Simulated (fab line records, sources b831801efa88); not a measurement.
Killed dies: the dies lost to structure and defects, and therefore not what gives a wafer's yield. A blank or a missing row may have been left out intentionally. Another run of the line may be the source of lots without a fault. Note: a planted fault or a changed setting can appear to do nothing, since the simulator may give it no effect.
fab line records | flow sky130
[record] lots = 6 wafers = 18 last_day = 48
route steps=708 shown METAL1@436
lots that met no fault: from a run of the same line without faults
start_h: start of the lot's first displayed wafer, in hours after the record's first day | wait_h: hours since the lot's step before | " unchanged from the row above | L1.1+2: one row covering several wafers at once | - no value, or no start given | * or withheld: withheld | < > ~ a bound
route shown NAME@n: names a module that has steps shown in the file, with the first one's number in the route | usual: the fault-free wafers' mean and standard deviation | same: alike in all rows | chamber/n: place in a boat | sites: readings site by site | _std_site: how widely they spread, as a standard deviation | _edge_site: inner sites' mean taken away from outer sites' mean | radius_mm: for every site, how far away it sits from the centre of the wafer | mask NAME#n: copy n | behind: tool/chamber where the wafer was last shaped | hold: why the lot was held/for how many hours/how that ended | device: the transistor (n, p or np) that didn't switch | end of line: at the end of the route, the tests of the same wafers | step lacking rows: just its recipe | killed: at the first sort, the dies lost to defects and structure; wafer yield is something else | map: a wafer's dies, marking killed ones x, the rest . and places with no die _
set.NAME: the run value of the setting; set.NAME@STEP: its run value at that earlier step | model.NAME: the simulator's own value behind a step, which no gauge read
lots at some steps of the route; a table a step, a row a wafer
services: the hour from which a tool's chamber was out of use, counted from the record's first day as start_h (under 0 if before that day), plus the number of hours and why
[[steps]]
[step SKY_METAL1_SPUTTER_02]
[recipe] material = AlCu target_thk_nm = 250 power_w = 10600 time_s = 13.3 chamber_pressure_pa = 0.4
[usual] throttle_valve_pct = 30.3/0.68
// columns lot.wafer tool chamber start_h wait_h throttle_valve_pct
L246.3 pvd_sputter-04 - 759.39 0.0 29.5
L246.4 " - " " 30.7
L246.5 " - " " 30.1
L249.3 pvd_sputter-04 - 785.59 0.0 29.9
L249.4 " - " " 30.0
L249.6 " - " " 30.5
L252.1 pvd_sputter-02 - 803.25 0.0 30.6
L252.2 " - " " 30.1
L252.6 " - " " 30.3
L257.1 pvd_sputter-02 - 843.54 0.0 30.3
L257.3 " - " " 31.4
L257.6 " - " " 30.4
L258.1 pvd_sputter-02 - 853.42 0.0 30.4
L258.2 " - " " 31.4
L258.6 " - " " 31.2
L259.1 pvd_sputter-02 - 862.84 0.0 30.6
L259.2 " - " " 30.3
L259.4 " - " " 31.3
[step SKY_METAL1_SPUTTER_03]
[recipe] material = Ti target_thk_nm = 5 power_w = 3000 time_s = 3.3 chamber_pressure_pa = 0.4
[usual] throttle_valve_pct = 30.3/0.68
// columns lot.wafer tool chamber start_h wait_h throttle_valve_pct
L246.3 pvd_sputter-04 - 759.42 0.0 29.7
L246.4 " - " " 30.7
L246.5 " - " " 30.1
L249.3 pvd_sputter-04 - 785.62 0.0 30.1
L249.4 " - " " 29.9
L249.6 " - " " 30.6
L252.1 pvd_sputter-02 - 803.28 0.0 30.5
L252.2 " - " " 30.0
L252.6 " - " " 30.3
L257.1 pvd_sputter-02 - 843.56 0.0 30.2
L257.3 " - " " 31.3
L257.6 " - " " 30.5
L258.1 pvd_sputter-02 - 853.44 0.0 30.6
L258.2 " - " " 30.9
L258.6 " - " " 31.2
L259.1 pvd_sputter-02 - 862.87 0.0 30.4
L259.2 " - " " 30.0
L259.4 " - " " 31.4
[step SKY_METAL1_SPUTTER_04]
[recipe] material = TiN target_thk_nm = 70 power_w = 6500 time_s = 58.3 chamber_pressure_pa = 0.4
[usual] throttle_valve_pct = 30.4/0.69
// columns lot.wafer tool chamber start_h wait_h throttle_valve_pct
L246.3 pvd_sputter-04 - 759.43 0.0 29.7
L246.4 " - " " 30.5
L246.5 " - " " 30.2
L249.3 pvd_sputter-04 - 785.63 0.0 30.3
L249.4 " - " " 30.1
L249.6 " - " " 30.6
L252.1 pvd_sputter-02 - 803.29 0.0 30.5
L252.2 " - " " 30.2
L252.6 " - " " 30.4
L257.1 pvd_sputter-02 - 843.58 0.0 30.5
L257.3 " - " " 31.3
L257.6 " - " " 30.4
L258.1 pvd_sputter-02 - 853.46 0.0 30.8
L258.2 " - " " 31.3
L258.6 " - " " 31.1
L259.1 pvd_sputter-02 - 862.88 0.0 30.5
L259.2 " - " " 29.7
L259.4 " - " " 31.4
[step SKY_METAL1_RS_MEAS_05]
[recipe] thk_meas_gauge = four-point-probe reads = TiN_of_METAL1_SPUTTER_04+Ti_of_METAL1_SPUTTER_03+AlCu_of_METAL1_SPUTTER_02+TiN_of_METAL1_SPUTTER_01+Ti_of_METAL1_SPUTTER_00
[usual] METAL1_ALCU_RS = 0.1264/0.00096
// columns lot.wafer tool chamber start_h wait_h METAL1_ALCU_RS[ohm/sq]
L246.3 film_metro-04 - 759.52 0.1 0.1255
L246.4 " - " " 0.1268
L246.5 " - " " 0.1275
L249.3 film_metro-02 - 785.72 0.1 0.1265
L249.4 " - " " 0.1274
L249.6 " - " " 0.1278
L252.1 film_metro-04 - 803.34 0.0 0.1273
L252.2 " - " " 0.1266
L252.6 " - " " 0.1262
L257.1 film_metro-01 - 843.67 0.1 0.1255
L257.3 " - " " 0.1261
L257.6 " - " " 0.1257
L258.1 film_metro-04 - 853.51 0.0 0.1268
L258.2 " - " " 0.1271
L258.6 " - " " 0.1273
L259.1 film_metro-04 - 862.93 0.0 0.1262
L259.2 " - " " 0.1264
L259.4 " - " " 0.1262
[step SKY_METAL1_THK_MEAS_06]
[recipe] thk_meas_gauge = xrf reads = AlCu_of_METAL1_SPUTTER_02
[usual] METAL1_ALCU_THK = 249.1/2.4
// columns lot.wafer tool chamber start_h wait_h METAL1_ALCU_THK[nm]
L246.3 film_metro-04 - 759.62 0.1 250.0
L246.4 " - " " 248.9
L246.5 " - " " 248.8
L249.3 film_metro-02 - 785.82 0.1 247.6
L249.4 " - " " 246.4
L249.6 " - " " 245.3
L252.1 film_metro-04 - 803.46 0.1 247.9
L252.2 " - " " 249.2
L252.6 " - " " 249.1
L257.1 film_metro-01 - 843.79 0.1 251.2
L257.3 " - " " 251.1
L257.6 " - " " 252.1
L258.1 film_metro-04 - 853.63 0.1 247.4
L258.2 " - " " 246.1
L258.6 " - " " 244.5
L259.1 film_metro-04 - 863.05 0.1 248.9
L259.2 " - " " 247.2
L259.4 " - " " 247.0
[step SKY_METAL1_DEHYDRATE_07]
[recipe] temp_c = 200 time_s = 60
[step SKY_METAL1_HMDS_08]
[recipe] prime_time_s = 60 prime_temp_c = 120
[step SKY_METAL1_COAT_09]
[recipe] resist = BARC temp_c = withheld time_s = withheld spin_rpm = 3000 resist_thk_nm = 60
[step SKY_METAL1_COAT_10]
[recipe] resist = KrF-thick spin_rpm = 3000 resist_thk_nm = 450
[step SKY_METAL1_SOFTBAKE_11]
[recipe] temp_c = 100 time_s = 90 resist = KrF-thick
[step SKY_METAL1_EXPOSE_12]
[recipe] mask_id = MM1 na = 0.8 source_shape = annular sigma_inner = 0.55 sigma_outer = 0.85 target_cd_nm = 140 dose_mj = 28
[step SKY_METAL1_PEB_13]
[recipe] peb_temp_c = withheld peb_time_s = withheld resist = KrF-thick
[step SKY_METAL1_DEVELOP_14]
[recipe] develop_time_s = 60 resist = KrF-thick dev_temp_c = 21
[usual] chill_plate_temp_C = 23.01/0.11 develop_time_s = 60/0
// columns lot.wafer tool chamber start_h wait_h chill_plate_temp_C develop_time_s model.KrF-thick_of_METAL1_COAT_10.thk_nm
L246.3 litho_track-01 0 785 - 23.10 60 436.7
L246.4 " 0 " " 22.84 60 437.4
L246.5 " 0 " " 22.93 60 436.2
L249.3 litho_track-02 0 812 - 23.12 60 436
L249.4 " 0 " " 23.16 60 437.3
L249.6 " 0 " " 22.99 60 436.1
L252.1 litho_track-02 0 830 - 22.92 60 436.2
L252.2 " 0 " " 23.07 60 435.8
L252.6 " 0 " " 23.03 60 437.1
L257.1 litho_track-04 0 869 - 22.89 60 435.8
L257.3 " 0 " " 23.02 60 435.9
L257.6 " 0 " " 23.05 60 435.9
L258.1 litho_track-02 - 878 - - - 450
L258.2 " - " " - - 450.7
L258.6 " - " " - - 450
L259.1 litho_track-02 - 889 - - - 450.5
L259.2 " - " " - - 448.9
L259.4 " - " " - - 450.8
[step SKY_METAL1_CD_MEAS_15]
[recipe] target_cd_nm = 140
[usual] cd_nm = 139.9/1.6
// columns lot.wafer tool chamber start_h wait_h cd_nm
L246.3 cd_sem-02 - 785.30 - 142.3
L246.4 " - " " 139.3
L246.5 " - " " 140.3
L249.3 cd_sem-02 - 812.62 - 138.3
L249.4 " - " " 137.2
L249.6 " - " " 137.0
L252.1 cd_sem-02 - 830.33 - 141.2
L252.2 " - " " 140.6
L252.6 " - " " 140.1
L257.1 cd_sem-01 - 869.70 - 139.9
L257.3 " - " " 138.3
L257.6 " - " " 139.7
L258.1 cd_sem-02 - 878.98 - -
L258.2 " - " " -
L258.6 " - " " -
L259.1 cd_sem-02 - 889.18 - -
L259.2 " - " " -
L259.4 " - " " -
[[services]]
// columns tool chamber start_h hours kind
pvd_sputter-04 3 796.63 - consumable_replace:kit
pvd_sputter-04 3 796.63 18.0 scheduled_down
pvd_sputter-04 3 796.63 18.0 vent_cycle
pvd_sputter-04 - 812.25 5.8 repair
pvd_sputter-02 2 840.83 - consumable_replace:kit
pvd_sputter-02 2 840.83 18.0 scheduled_down
pvd_sputter-02 2 840.83 18.0 vent_cycle
pvd_sputter-04 - 859.06 4.7 repair
[[key]]
[first_sign] step = SKY_METAL1_DEVELOP_14 reading = tool_record direction = missing
effect none on later readings
[model_effect] step = SKY_METAL1_DEVELOP_14 value = KrF-thick_of_METAL1_COAT_10.thk_nm without = 436.1 struck = 450.2
met_at SKY_METAL1_DEVELOP_14
struck_wafers L258.1,L258.2,L258.6,L259.1,L259.2,L259.4
later_rows_left_out L258.1,L258.2,L258.6,L259.1,L259.2,L259.4
sort_left_out L258.1,L258.2,L258.6,L259.1,L259.2,L259.4
onset_between 830 878
[fault] kind = skipped_step_whole tool = litho_track-02 chamber = - onset_h = 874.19 steps = SKY_METAL1_DEVELOP_14 scope = struck_lots_only
// sort_left_out: the simulated sort isn't trusted on such a fault, so these wafers' sort isn't shown, and their yield isn't known
// later_rows_left_out: the simulator's readings of these wafers behind a module that went badly wrong aren't trusted and aren't shown, but for the sort
